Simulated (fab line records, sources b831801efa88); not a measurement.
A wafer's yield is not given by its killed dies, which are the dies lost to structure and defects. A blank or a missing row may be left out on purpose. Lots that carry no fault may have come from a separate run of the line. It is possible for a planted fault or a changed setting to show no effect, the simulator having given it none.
A single fault, viewed from 2 desks + flow sfqLine + every desk sees just its own numbers, and what lay behind them comes last

== THE TOOL OWNER'S DESK: pvdSputter-05 ==
The tool's own readings at SFQ_TRILAYER_M1_DEP_SPUTTER_037 (material Nb, target thk 200 nm, time 133.3 s): means of the sampled wafers that have a number, for each lot that ran on this tool. The brackets show how far a lot's mean lies from the usual mean; more than 4 standard deviations puts the lot out of limits, marked OUT.
Columns: A = throttleValvePct at SFQ_TRILAYER_M1_DEP_SPUTTER_037, usual 30.2 %
| lot  | first seen here | A    |
|------|-----------------|------|
| L370 | day 13 17:47    | 30.3 |
| L373 | day 14 21:38    | 29.3 |
| L382 | day 17 09:46    | 30.1 |
| L385 | day 18 11:22    | 31.4 |
| L386 | day 18 16:59    | 30.2 |
Finding of this desk: none of the 5 lots has anything out of limits.

== AT THE METROLOGY DESK ==
What the gauges read, lot by lot, whatever tool the lot ran on: means of the sampled wafers that have a number. The brackets show how far a lot's mean lies from the usual mean; more than 4 standard deviations puts the lot out of limits, marked OUT.
Columns: A = I0_BOW at SFQ_I0_BOW_MEAS_907, usual 1 um; B = M1_NB_RS at SFQ_M1_RS_MEAS_909, usual 0.885 ohm/sq; C = I2_OVL at SFQ_I2_OVL_MEAS_918, usual 2 nm
| lot  | first seen here | A  | B               | C  |
|------|-----------------|----|-----------------|----|
| L369 | day 12 06:38    | 8  | 0.908           | -2 |
| L370 | day 12 12:22    | 7  | 0.874           | 7  |
| L371 | day 13 07:39    | 3  | 0.910           | -4 |
| L373 | day 14 01:39    | 5  | 0.876           | -3 |
| L375 | day 14 13:53    | 4  | 0.898           | 13 |
| L376 | day 15 03:53    | -3 | 0.883           | 5  |
| L378 | day 15 18:21    | 4  | 0.882           | 3  |
| L379 | day 16 04:05    | 4  | 0.904           | -4 |
| L382 | day 17 05:14    | 3  | 0.888           | 1  |
| L383 | day 17 14:59    | 6  | 0.883           | 10 |
| L384 | day 17 23:22    | 6  | 0.901           | 5  |
| L385 | day 18 06:24    | -5 | 0.736 (-11) OUT | 7  |
| L386 | day 18 12:24    | -8 | 0.736 (-11) OUT | 1  |
| L391 | day 20 18:49    | -7 | 0.879           | -6 |
This desk finds L385, L386 out of limits, with the earliest case on L385 at day 18 11:28 (M1_NB_RS at SFQ_M1_RS_MEAS_909). L369, L370, L371, L373, L375, L376, L378, L379, L382, L383, L384, L391 stayed within limits.

== TAKEN TOGETHER ==
On L385, L386, the metrology desk was in a position to raise an alarm at day 18 11:28.
The tool owner's desk saw nothing out of limits.
Tool owner's desk: L385, L386 on record, inside its limits.
The lots listed all ran SFQ_TRILAYER_M1_DEP_SPUTTER_037 on pvdSputter-05.

== WHAT THE SIMULATOR HAD INSERTED ==
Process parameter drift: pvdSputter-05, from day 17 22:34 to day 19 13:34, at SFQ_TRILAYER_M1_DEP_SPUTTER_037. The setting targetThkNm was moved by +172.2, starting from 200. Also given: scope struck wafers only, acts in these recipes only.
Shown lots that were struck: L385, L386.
Hours from the fault's start to each desk's first reading out of limits: the metrology desk, 13.
